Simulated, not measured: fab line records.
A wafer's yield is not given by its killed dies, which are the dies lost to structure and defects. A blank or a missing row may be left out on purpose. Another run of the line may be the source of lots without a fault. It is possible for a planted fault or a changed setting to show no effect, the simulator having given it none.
fab line records | flow sky130
record: lots: 6 | wafers: 18 | lastDay: 49
route steps=708 shown SONOS_TUNNEL@158 SONOS_ONO@168 PAD_OPEN@708
lots that met no fault: from a run of the same line without faults
startH: hours from the record's opening day to when the first of the lot's shown wafers began | waitH: hours from the lot's prior step to this one | " as in the row above | L1.1+2: several wafers, shown together as one row | - no value, or no start was given | * or withheld: withheld | < > ~ a bound
route shown NAME@n: names a module that has steps shown in the file, with the first one's number in the route | usual: mean/standard deviation taken from wafers without a fault | same: alike in all rows | chamber/n: place in a boat | sites: readings site by site | _std_site: the standard deviation of these | _edge_site: the outer-site mean with the inner-site mean subtracted | radiusMm: how far each site lies from the wafer's centre | mask NAME#n: copy n | behind: tool/chamber where the wafer was last shaped | hold: what put the lot on hold/how long, in hours/how the hold closed | device: names the non-switching transistor (n, p or np) | end of line: the same wafers' tests at the end of the route | a step with no rows: only its recipe | killed: not the wafer's yield, but the dies lost to structure and defects at the first sort | map: per-die view of a wafer (x killed, . not killed, _ where there is no die)
set.NAME: setting as actually run; set.NAME@STEP: the setting as run at that earlier step | model.NAME: the simulator's own value behind a step, which no gauge read
lots seen at some steps along the route; tables by step, rows by wafer
services: from which hour (startH, from the record's first day; less than 0 if before it) a tool's chamber was out of use, for how many hours, and why
== steps ==
step: SKY_SONOS_TUNNEL_EXPOSE_04
recipe: maskId: TUNM | na: 0.6 | sourceShape: conventional | sigmaOuter: 0.6 | polarization: unpolarized | targetCdNm: 410 | doseMj: 136
step: SKY_SONOS_TUNNEL_PEB_05
recipe: tempC: withheld | timeS: * | resist: NOVOLAK
step: SKY_SONOS_TUNNEL_DEVELOP_06
recipe: resist: NOVOLAK | developer: TMAH | developTimeS: 60 | devTempC: 23
step: SKY_SONOS_TUNNEL_CD_MEAS_07
recipe: targetCdNm: 410
usual: cdNm: 409.9/2
lot.wafer | tool     | chamber | startH | waitH | cdNm
L775.1    | cdSem-02 | -       | 254.99 | 0.2   | 410.3
L775.4    | "        | -       | "      | "     | 412.3
L775.5    | "        | -       | "      | "     | 412.0
L779.1    | cdSem-01 | -       | 299.20 | 0.1   | 407.2
L779.2    | "        | -       | "      | "     | 409.1
L779.5    | "        | -       | "      | "     | 409.6
L781.1    | cdSem-02 | -       | 302.75 | 0.1   | 407.4
L781.2    | "        | -       | "      | "     | 408.0
L781.5    | "        | -       | "      | "     | 408.3
L783.1    | cdSem-02 | -       | 320.94 | 0.1   | 409.3
L783.3    | "        | -       | "      | "     | 407.7
L783.4    | "        | -       | "      | "     | 409.2
L792.1    | cdSem-02 | -       | 388.04 | 0.1   | 410.5
L792.2    | "        | -       | "      | "     | 409.7
L792.4    | "        | -       | "      | "     | 412.4
L793.3    | cdSem-01 | -       | 399.41 | 0.1   | 410.7
L793.4    | "        | -       | "      | "     | 411.6
L793.5    | "        | -       | "      | "     | 410.8
step: SKY_SONOS_TUNNEL_OVL_MEAS_08
usual: SONOS_TUNNEL_OVL: 0.6/1.4
lot.wafer | tool       | chamber | startH | waitH | SONOS_TUNNEL_OVL[nm]
L775.1    | overlay-02 | -       | 255.11 | 0.1   | -0.1
L775.4    | "          | -       | "      | "     | 0.7
L775.5    | "          | -       | "      | "     | 0.1
L779.1    | overlay-01 | -       | 299.32 | 0.1   | -2.0
L779.2    | "          | -       | "      | "     | -1.1
L779.5    | "          | -       | "      | "     | 0.0
L781.1    | overlay-02 | -       | 302.87 | 0.1   | 4.9
L781.2    | "          | -       | "      | "     | 3.6
L781.5    | "          | -       | "      | "     | 3.4
L783.1    | overlay-02 | -       | 321.06 | 0.1   | -0.3
L783.3    | "          | -       | "      | "     | 0.2
L783.4    | "          | -       | "      | "     | -0.6
L792.1    | overlay-01 | -       | 388.16 | 0.1   | 0.7
L792.2    | "          | -       | "      | "     | -0.8
L792.4    | "          | -       | "      | "     | -0.5
L793.3    | overlay-01 | -       | 399.50 | 0.1   | 1.8
L793.4    | "          | -       | "      | "     | 3.0
L793.5    | "          | -       | "      | "     | 3.2
step: SKY_SONOS_TUNNEL_IMPLANT_09
recipe: species: B | energyKev: 20 | doseCm2: 1e+12 | tiltDeg: withheld
step: SKY_SONOS_TUNNEL_WET_ETCH_10
recipe: chemistry: dHF | targetDepthNm: 14 | target: SiO2 | dilution: 100:1 | tempC: 25 | timeS: 280
step: SKY_SONOS_TUNNEL_STRIP_11
recipe: chemistry: SPM | timeS: 600 | tempC: 130
step: SKY_SONOS_TUNNEL_TW_MEAS_12
usual: SONOS_TUNNEL_TW: 196.2/1.5
lot.wafer | tool         | chamber | startH | waitH | SONOS_TUNNEL_TW
L775.1    | filmMetro-01 | -       | 255.56 | 0.0   | 198.6
L775.4    | "            | -       | "      | "     | 198.0
L775.5    | "            | -       | "      | "     | 198.4
L779.1    | filmMetro-02 | -       | 299.77 | 0.0   | 197.2
L779.2    | "            | -       | "      | "     | 198.3
L779.5    | "            | -       | "      | "     | 197.7
L781.1    | filmMetro-01 | -       | 303.32 | 0.0   | 198.8
L781.2    | "            | -       | "      | "     | 196.5
L781.5    | "            | -       | "      | "     | 198.3
L783.1    | filmMetro-02 | -       | 321.51 | 0.0   | 198.0
L783.3    | "            | -       | "      | "     | 197.7
L783.4    | "            | -       | "      | "     | 198.2
L792.1    | filmMetro-01 | -       | 388.60 | 0.0   | 196.5
L792.2    | "            | -       | "      | "     | 195.8
L792.4    | "            | -       | "      | "     | 196.4
L793.3    | filmMetro-01 | -       | 399.98 | 0.0   | 195.5
L793.4    | "            | -       | "      | "     | 197.4
L793.5    | "            | -       | "      | "     | 196.9
step: SKY_SONOS_TUNNEL_CLEAN_13
recipe: chemistry: dHF | timeS: 20 | dilution: 100:1 | dry: ipaMarangoni
step: SKY_SONOS_ONO_OXIDATION_00
recipe: tempC: 800 | ambient: O2 | idleTempC: 700 | rampUpCPerMin: 10 | rampDownCPerMin: 3 | stabiliseS: 600 | purgeS: 300 | targetThkA: 26 | oxTimeS: 1249
step: SKY_SONOS_ONO_THK_MEAS_01
recipe: reads: SiO2_of_SONOS_ONO_OXIDATION_00
usual: SONOS_ONO_OXIDATION_THK: 2.58/0.056
lot.wafer | tool         | chamber | startH | waitH | SONOS_ONO_OXIDATION_THK[nm]
L775.1    | filmMetro-04 | -       | 260.15 | 0.0   | 2.62
L775.4    | "            | -       | "      | "     | 2.69
L775.5    | "            | -       | "      | "     | 2.59
L779.1    | filmMetro-04 | -       | 301.54 | 0.0   | 2.60
L779.2    | "            | -       | "      | "     | 2.56
L779.5    | "            | -       | "      | "     | 2.56
L781.1    | filmMetro-04 | -       | 305.75 | 0.0   | 2.54
L781.2    | "            | -       | "      | "     | 2.53
L781.5    | "            | -       | "      | "     | 2.50
L783.1    | filmMetro-01 | -       | 323.87 | 0.0   | 2.62
L783.3    | "            | -       | "      | "     | 2.61
L783.4    | "            | -       | "      | "     | 2.61
L792.1    | filmMetro-01 | -       | 390.02 | 0.0   | 2.65
L792.2    | "            | -       | "      | "     | 2.67
L792.4    | "            | -       | "      | "     | 2.67
L793.3    | filmMetro-04 | -       | 402.25 | 0.0   | 2.67
L793.4    | "            | -       | "      | "     | 2.62
L793.5    | "            | -       | "      | "     | 2.63
step: SKY_SONOS_ONO_CVD_02
recipe: material: Si3N4 | precursor: DCS/NH3 | targetThkNm: 10.5 | tempC: 770 | timeS: 180 | pressureMtorr: 246.2
usual: spikeTcCentreC: 770.2/2.4 | zonePowerCentrePct: 11.9/0.46
lot.wafer | tool     | chamber | startH | waitH | spikeTcCentreC | zonePowerCentrePct | model.Si3N4_of_SONOS_ONO_CVD_02.thkNm
L775.1    | lpcvd-02 | 0       | 261.46 | 1.3   | 772.6          | 11.5               | 10.36
L775.4    | "        | 0       | "      | "     | 772.1          | 11.5               | 10.45
L775.5    | "        | 0       | "      | "     | 771.9          | 11.3               | 10.5
L779.1    | lpcvd-02 | 1       | 301.61 | 0.1   | 766.9          | 12.2               | 10.58
L779.2    | "        | 1       | "      | "     | 768.8          | 12.2               | 10.68
L779.5    | "        | 1       | "      | "     | 767.9          | 12.2               | 10.7
L781.1    | lpcvd-02 | 0       | 305.95 | 0.2   | 771.3          | 11.4               | 10.48
L781.2    | "        | 0       | "      | "     | 773.1          | 11.5               | 10.5
L781.5    | "        | 0       | "      | "     | 772.7          | 11.3               | 10.52
L783.1    | lpcvd-02 | 1       | 325.03 | 1.1   | 768.9          | 12.5               | 10.67
L783.3    | "        | 1       | "      | "     | 766.4          | 12.1               | 10.87
L783.4    | "        | 1       | "      | "     | 769.5          | 12.3               | 10.58
L792.1    | lpcvd-02 | 1       | 390.08 | 0.1   | 783.9          | 15.9               | 11.8
L792.2    | "        | 1       | "      | "     | 784.2          | 16.0               | 11.91
L792.4    | "        | 1       | "      | "     | 782.9          | 16.0               | 11.95
L793.3    | lpcvd-02 | 1       | 402.29 | 0.0   | 785.3          | 15.9               | 11.94
L793.4    | "        | 1       | "      | "     | 783.6          | 15.8               | 12.04
L793.5    | "        | 1       | "      | "     | 783.9          | 16.2               | 12
step: SKY_SONOS_ONO_THK_MEAS_03
recipe: reads: Si3N4_of_SONOS_ONO_CVD_02
usual: SONOS_ONO_CVD_02_THK: 10.53/0.13
lot.wafer | tool         | chamber | startH | waitH | SONOS_ONO_CVD_02_THK[nm]
L775.1    | filmMetro-04 | -       | 262.51 | 0.0   | 10.32
L775.4    | "            | -       | "      | "     | 10.43
L775.5    | "            | -       | "      | "     | 10.49
L779.1    | filmMetro-01 | -       | 302.66 | 0.0   | 10.54
L779.2    | "            | -       | "      | "     | 10.68
L779.5    | "            | -       | "      | "     | 10.71
L781.1    | filmMetro-04 | -       | 307.00 | 0.0   | 10.46
L781.2    | "            | -       | "      | "     | 10.51
L781.5    | "            | -       | "      | "     | 10.50
L783.1    | filmMetro-01 | -       | 326.08 | 0.0   | 10.69
L783.3    | "            | -       | "      | "     | 10.87
L783.4    | "            | -       | "      | "     | 10.59
L792.1    | filmMetro-03 | -       | 391.13 | 0.0   | 11.79
L792.2    | "            | -       | "      | "     | 11.91
L792.4    | "            | -       | "      | "     | 11.96
L793.3    | filmMetro-04 | -       | 403.36 | 0.0   | 11.92
L793.4    | "            | -       | "      | "     | 12.05
L793.5    | "            | -       | "      | "     | 12.02
step: SKY_SONOS_ONO_CVD_04
recipe: material: SiO2 | precursor: SiH4/N2O | targetThkNm: 5.7199 | tempC: 900 | pressureMtorr: 400
step: SKY_PAD_OPEN_PROBE_99
usual: killed_at_M0_to_M3: 44/6.8 | killed_at_M4_up: 3.1/1.9 | killedAtContacts: 25/5.9 | killedAtFrontEnd: 15/4.3 | killedAtOther: 0.2/0.51 | killedDies: 87/11 | killedOpen: 47/7.9 | killedShort: 39/6.4
same: grossDies: 492 | killedAtBackSide: 0
lot.wafer | tool      | chamber | startH  | waitH | killed_at_M0_to_M3 | killed_at_M4_up | killedAtContacts | killedAtFrontEnd | killedAtOther | killedDies | killedOpen | killedShort | model.etest.sonosErased.driveUaUm | model.etest.sonosUncharged.rOnOhmUm | model.etest.sonosProgrammed.offLog10AUm | model.etest.capOno.gateLog10ACm2 | model.etest.capOno.gateBvV | model.etest.capOno.toxAccNm | model.etest.sonosProgrammed.vtV | model.etest.sonosErased.vtV
L775.1    | prober-01 | -       | 1077.23 | 0.1   | 39                 | 2               | 29               | 11               | 0             | 81         | 49         | 32          | 174.5                             | 796.5                               | -13.97                                  | -7.657                           | 16.66                      | 12.67                       | 1.563                           | -2.317
L775.4    | prober-01 | -       | 1077.38 | 0.2   | 38                 | 3               | 20               | 17               | 1             | 79         | 39         | 40          | 165.2                             | 813                                 | -13.92                                  | -7.846                           | 16.01                      | 12.82                       | 1.508                           | -2.246
L775.5    | prober-01 | -       | 1077.43 | 0.2   | 47                 | 1               | 19               | 7                | 1             | 75         | 41         | 34          | 191                               | 801.6                               | -14.07                                  | -7.818                           | 16.01                      | 12.74                       | 1.497                           | -2.311
L781.1    | prober-02 | -       | 1120.34 | 0.1   | 44                 | 3               | 28               | 10               | 0             | 85         | 49         | 36          | 182.5                             | 809.6                               | -13.96                                  | -8.021                           | 16.33                      | 12.84                       | 1.418                           | -2.294
L781.2    | prober-02 | -       | 1120.39 | 0.1   | 34                 | 2               | 20               | 11               | 2             | 69         | 40         | 29          | 209.7                             | 803.9                               | -13.91                                  | -7.854                           | 15.87                      | 12.82                       | 1.465                           | -2.358
L781.5    | prober-02 | -       | 1120.54 | 0.2   | 48                 | 2               | 29               | 14               | 0             | 93         | 55         | 38          | 188.1                             | 819.7                               | -13.97                                  | -7.982                           | 16.56                      | 12.91                       | 1.404                           | -2.273
L779.1    | prober-01 | -       | 1121.27 | 0.1   | 46                 | 4               | 15               | 15               | 0             | 80         | 43         | 37          | 189.5                             | 812.8                               | -14.05                                  | -7.875                           | 16.53                      | 12.82                       | 1.438                           | -2.309
L779.2    | prober-01 | -       | 1121.32 | 0.1   | 37                 | 2               | 21               | 16               | 0             | 76         | 42         | 34          | 154.9                             | 822.2                               | -13.87                                  | -8.097                           | 16.59                      | 12.95                       | 1.375                           | -2.207
L779.5    | prober-01 | -       | 1121.47 | 0.2   | 55                 | 3               | 29               | 9                | 0             | 96         | 58         | 38          | 191.2                             | 811.9                               | -13.93                                  | -7.922                           | 16.1                       | 12.85                       | 1.442                           | -2.316
L783.1    | prober-02 | -       | 1128.35 | 0.1   | 47                 | 2               | 34               | 15               | 0             | 98         | 61         | 37          | 144                               | 834.3                               | -13.92                                  | -8.43                            | 16.98                      | 13.22                       | 1.263                           | -2.077
L783.3    | prober-02 | -       | 1128.45 | 0.2   | 45                 | 3               | 25               | 12               | 0             | 85         | 42         | 43          | 195                               | 816.5                               | -13.95                                  | -8.391                           | 16.81                      | 13.31                       | 1.245                           | -2.153
L783.4    | prober-02 | -       | 1128.50 | 0.2   | 25                 | 4               | 27               | 9                | 0             | 65         | 39         | 26          | 166.1                             | 820.9                               | -13.96                                  | -8.161                           | 17.09                      | 13.1                        | 1.349                           | -2.183
L792.1    | prober-01 | -       | 1168.94 | 0.1   | 37                 | 8               | 31               | 21               | 1             | 98         | 56         | 42          | 127.8                             | 837.8                               | -13.45                                  | -8.824                           | 17.75                      | 13.61                       | 1.033                           | -1.854
L792.2    | prober-01 | -       | 1168.99 | 0.1   | 47                 | 1               | 28               | 15               | 1             | 92         | 49         | 43          | 151.8                             | 831.7                               | -13.45                                  | -8.921                           | 17.61                      | 13.66                       | 1.047                           | -1.872
L792.4    | prober-01 | -       | 1169.09 | 0.2   | 44                 | 1               | 29               | 11               | 0             | 85         | 45         | 40          | 144.3                             | 835.8                               | -13.6                                   | -9.034                           | 17.3                       | 13.69                       | 1.02                            | -1.827
L793.3    | prober-01 | -       | 1186.37 | 0.2   | 32                 | 1               | 24               | 21               | 0             | 78         | 39         | 39          | 153                               | 845.6                               | -12.18                                  | -9.25                            | 17.4                       | 13.9                        | 0.8235                          | -1.775
L793.4    | prober-01 | -       | 1186.42 | 0.2   | 45                 | 4               | 23               | 9                | 0             | 81         | 41         | 40          | 135.7                             | 832                                 | -12.75                                  | -9.155                           | 17.3                       | 13.78                       | 0.9039                          | -1.811
L793.5    | prober-01 | -       | 1186.47 | 0.2   | 47                 | 4               | 17               | 10               | 0             | 78         | 52         | 26          | 114.9                             | 837.2                               | -12.46                                  | -9.215                           | 18.1                       | 13.95                       | 0.8708                          | -1.701
killed by level:class
L775.1 VIA1:geometricParticle:open=16 CONTACT:geometricParticle:open=10 VIA3:geometricParticle:open=9 CONTACT:geometricParticle:short=6 METAL2:geometricParticle:short=6 LI_CONTACT:geometricParticle:open=5 LOCAL_INTERCONNECT:geometricParticle:short=5 POLY_GATE:geometricParticle:open=4
L775.4 CONTACT:geometricParticle:open=8 VIA1:geometricParticle:open=7 POLY_GATE:geometricParticle:open=6 METAL1:geometricParticle:short=6 METAL2:geometricParticle:short=5 CONTACT:geometricParticle:short=5 VIA3:geometricParticle:open=5 VIA2:geometricParticle:open=5
L775.5 VIA1:geometricParticle:short=10 CONTACT:geometricParticle:open=9 VIA2:geometricParticle:open=8 VIA3:geometricParticle:open=7 VIA1:geometricParticle:open=5 METAL2:geometricParticle:short=5 METAL1:geometricParticle:short=4 FIELD_ISO:geometricParticle:open=3
L781.1 CONTACT:geometricParticle:open=15 VIA1:geometricParticle:open=9 LI_CONTACT:geometricParticle:open=7 METAL1:geometricParticle:short=6 VIA1:geometricParticle:short=6 VIA2:geometricParticle:open=6 METAL2:geometricParticle:short=4 VIA3:geometricParticle:open=4
L781.2 VIA1:geometricParticle:open=9 CONTACT:geometricParticle:open=9 METAL2:geometricParticle:short=6 POLY_GATE:geometricParticle:open=5 VIA3:geometricParticle:open=5 LI_CONTACT:geometricParticle:open=4 CONTACT:geometricParticle:short=3 VIA1:geometricParticle:short=3
L781.5 VIA1:geometricParticle:open=15 FIELD_ISO:geometricParticle:open=9 LI_CONTACT:geometricParticle:open=9 CONTACT:geometricParticle:open=8 VIA2:geometricParticle:open=8 METAL2:geometricParticle:short=7 CONTACT:geometricParticle:short=6 LOCAL_INTERCONNECT:geometricParticle:short=4
L779.1 VIA2:geometricParticle:open=9 VIA1:geometricParticle:short=8 CONTACT:geometricParticle:open=6 VIA1:geometricParticle:open=6 VIA3:geometricParticle:open=6 VIA3:geometricParticle:short=5 VIA2:geometricParticle:short=4 METAL2:geometricParticle:short=4
L779.2 CONTACT:geometricParticle:short=8 VIA3:geometricParticle:open=8 LI_CONTACT:geometricParticle:open=7 VIA2:geometricParticle:open=7 METAL2:geometricParticle:short=6 CONTACT:geometricParticle:open=6 VIA1:geometricParticle:open=5 FIELD_ISO:geometricParticle:short=4
L779.5 VIA1:geometricParticle:open=17 CONTACT:geometricParticle:open=10 METAL2:geometricParticle:short=9 VIA2:geometricParticle:open=7 METAL1:geometricParticle:short=7 FIELD_ISO:geometricParticle:open=6 LI_CONTACT:geometricParticle:open=6 CONTACT:geometricParticle:short=6
L783.1 CONTACT:geometricParticle:open=14 LI_CONTACT:geometricParticle:open=12 VIA1:geometricParticle:open=11 VIA2:geometricParticle:open=8 METAL1:geometricParticle:short=6 CONTACT:geometricParticle:short=5 VIA3:geometricParticle:open=5 FIELD_ISO:geometricParticle:short=4
L783.3 VIA1:geometricParticle:open=10 METAL1:geometricParticle:short=9 LI_CONTACT:geometricParticle:open=8 VIA2:geometricParticle:open=7 CONTACT:geometricParticle:short=6 METAL2:geometricParticle:short=6 FIELD_ISO:geometricParticle:short=5 LOCAL_INTERCONNECT:geometricParticle:short=4
L783.4 LI_CONTACT:geometricParticle:open=12 VIA1:geometricParticle:open=6 METAL2:geometricParticle:short=5 CONTACT:geometricParticle:open=5 LI_CONTACT:geometricParticle:short=4 VIA2:geometricParticle:open=4 METAL4:geometricParticle:short=4 FIELD_ISO:geometricParticle:open=3
L792.1 CONTACT:geometricParticle:open=18 VIA1:geometricParticle:open=8 CONTACT:geometricParticle:short=7 FIELD_ISO:geometricParticle:short=6 VIA2:geometricParticle:open=6 VIA1:geometricParticle:short=5 FIELD_ISO:geometricParticle:open=4 POLY_GATE:geometricParticle:open=4
L792.2 CONTACT:geometricParticle:open=11 VIA1:geometricParticle:open=11 VIA1:geometricParticle:short=8 VIA3:geometricParticle:open=7 METAL2:geometricParticle:short=7 LI_CONTACT:geometricParticle:open=6 CONTACT:geometricParticle:short=6 METAL1:geometricParticle:short=6
L792.4 CONTACT:geometricParticle:open=13 VIA2:geometricParticle:open=11 LI_CONTACT:geometricParticle:open=7 VIA1:geometricParticle:short=6 VIA2:geometricParticle:short=6 CONTACT:geometricParticle:short=5 METAL2:geometricParticle:short=5 FIELD_ISO:geometricParticle:open=4
L793.3 CONTACT:geometricParticle:open=10 LI_CONTACT:geometricParticle:open=6 VIA1:geometricParticle:open=6 POLY_GATE:geometricParticle:open=5 POLY_GATE:geometricParticle:short=5 METAL2:geometricParticle:short=5 VIA1:geometricParticle:short=5 VIA2:geometricParticle:short=5
L793.4 CONTACT:geometricParticle:open=12 VIA3:geometricParticle:open=7 METAL2:geometricParticle:short=6 METAL1:geometricParticle:short=6 VIA2:geometricParticle:open=6 VIA1:geometricParticle:short=6 CONTACT:geometricParticle:short=5 VIA1:geometricParticle:open=5
L793.5 VIA1:geometricParticle:open=13 CONTACT:geometricParticle:open=10 VIA2:geometricParticle:open=9 VIA3:geometricParticle:open=8 METAL2:geometricParticle:short=4 FIELD_ISO:geometricParticle:open=3 LOCAL_INTERCONNECT:geometricParticle:short=3 VIA1:geometricParticle:short=3
== services ==
tool     | chamber | startH | hours | kind
lpcvd-02 | -       | 239.18 | 2.8   | pm
== key ==
firstSign: step: SKY_SONOS_ONO_CVD_02 | reading: zonePowerCentrePct | direction: up | sigmas: 8.9 | usual: 11.9 | struck: 16.0
effect: step: SKY_SONOS_ONO_CVD_02 | reading: spikeTcCentreC | direction: up | sigmas: 5.8 | usual: 770.2 | struck: 784.0
effect: step: SKY_SONOS_ONO_THK_MEAS_03 | reading: SONOS_ONO_CVD_02_THK | direction: up | sigmas: 11 | usual: 10.53 | struck: 11.94
modelEffect: step: SKY_SONOS_ONO_CVD_02 | value: Si3N4_of_SONOS_ONO_CVD_02.thkNm | without: 10.55 | struck: 11.94
modelEffect: step: SKY_PAD_OPEN_PROBE_99 | value: etest.sonosErased.driveUaUm | without: 181.9 | struck: 137.9
metAt SKY_SONOS_ONO_CVD_02
struckWafers L792.1,L792.2,L792.4,L793.3,L793.4,L793.5
testerLeftOut L792,L793
onsetBetween 325.03 390.08
fault: kind: processParameterDrift | tool: lpcvd-02 | chamber: 1 | onsetH: 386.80 | steps: SKY_SONOS_ONO_CVD_02 | channel: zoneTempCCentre | offset: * | shape: step | endH: 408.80
testerLeftOut: of these lots the tester's yield and bins aren't shown, on N5 and GAA mostly nor the transistor test; their killed dies are dies lost to structure and defects alone, not to doping, threshold or leakage, so they don't give the yield
